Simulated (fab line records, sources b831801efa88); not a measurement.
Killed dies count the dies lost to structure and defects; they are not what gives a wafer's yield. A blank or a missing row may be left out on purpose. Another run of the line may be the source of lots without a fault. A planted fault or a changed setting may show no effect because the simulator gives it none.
Matching of chambers + flow gf180mcu + GF_V2_CMP_04 on cmp-02: 4 sister chambers
The step polishes SiO2. 14 wafers are shown with their chamber, then 7 later ones without.

## EACH WAFER AND ITS CHAMBER
| wafer  | chamber | motorCurrentA (A) | platenRpm (rpm) | timeToEndpointS (s) |
|--------|---------|-------------------|-----------------|---------------------|
| L344.4 | 1       | 11.3              | 60.00           | 83                  |
| L344.5 | 2       | 11.4              | 60.02           | 85                  |
| L344.6 | 3       | 10.0              | 59.95           | 83                  |
| L345.2 | 2       | 11.3              | 60.03           | 80                  |
| L345.3 | 1       | 11.5              | 60.03           | 77                  |
| L345.5 | 3       | 10.9              | 60.00           | 79                  |
| L346.2 | 2       | 11.4              | 59.95           | 72                  |
| L346.3 | 3       | 10.2              | 60.00           | 72                  |
| L346.6 | 2       | 11.8              | 60.04           | 80                  |
| L348.2 | 1       | 11.7              | 60.04           | 78                  |
| L348.3 | 2       | 11.6              | 59.99           | 76                  |
| L348.6 | 0       | 10.6              | 60.03           | 77                  |
| L351.2 | 0       | 10.3              | 60.01           | 83                  |
| L351.3 | 1       | 11.6              | 59.94           | 91                  |

SIGNATURES (averages over the wafers above)
| reading         | chamber 0 | chamber 1 | chamber 2 | chamber 3 | scatter within a chamber |
|-----------------|-----------|-----------|-----------|-----------|--------------------------|
| motorCurrentA   | 10.450    | 11.525    | 11.500    | 10.367    | 0.272                    |
| platenRpm       | 60.0200   | 60.0025   | 60.0060   | 59.9833   | 0.0364                   |
| timeToEndpointS | 80.00     | 82.25     | 78.60     | 78.00     | 5.46                     |
Rule: for each reading, subtract the chamber's mean from the wafer's reading, divide by that reading's scatter and square the result; add these up over the readings and take the root, which gives the wafer's distance from the chamber. If the next closest chamber is less than 2 further off than the closest, the wafer can't be placed; otherwise it belongs to the closest. The scatter: take each reading less its chamber's mean, square it, sum over the shown wafers, divide by the number of wafers less the number of chambers, and take the root.

## WAFERS WITH NO CHAMBER GIVEN
| wafer  | motorCurrentA (A) | platenRpm (rpm) | timeToEndpointS (s) |
|--------|-------------------|-----------------|---------------------|
| L351.5 | 11.8              | 60.07           | 88                  |
| L352.1 | 10.7              | 59.98           | 82                  |
| L352.2 | 11.7              | 60.05           | 81                  |
| L352.3 | 10.7              | 59.99           | 85                  |
| L364.2 | 11.7              | 59.99           | 73                  |
| L364.4 | 10.5              | 60.05           | 77                  |
| L364.6 | 11.7              | 60.03           | 79                  |

## WHICH CHAMBER EACH ONE RAN IN
| wafer  | from the rows above               | in truth |
|--------|-----------------------------------|----------|
| L351.5 | can't be placed: 1 or 2           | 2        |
| L352.1 | can't be placed: 3 or 0 or 2 or 1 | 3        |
| L352.2 | can't be placed: 1 or 2           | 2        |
| L352.3 | can't be placed: 0 or 3 or 1 or 2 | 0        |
| L364.2 | can't be placed: 2 or 1           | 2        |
| L364.4 | can't be placed: 0 or 3           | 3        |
| L364.6 | can't be placed: 2 or 1           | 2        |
Correctly placed: 0 of 7. Can't be placed from these rows: 7 (the true chamber is among the candidates in 7). Number placed wrongly: 0.
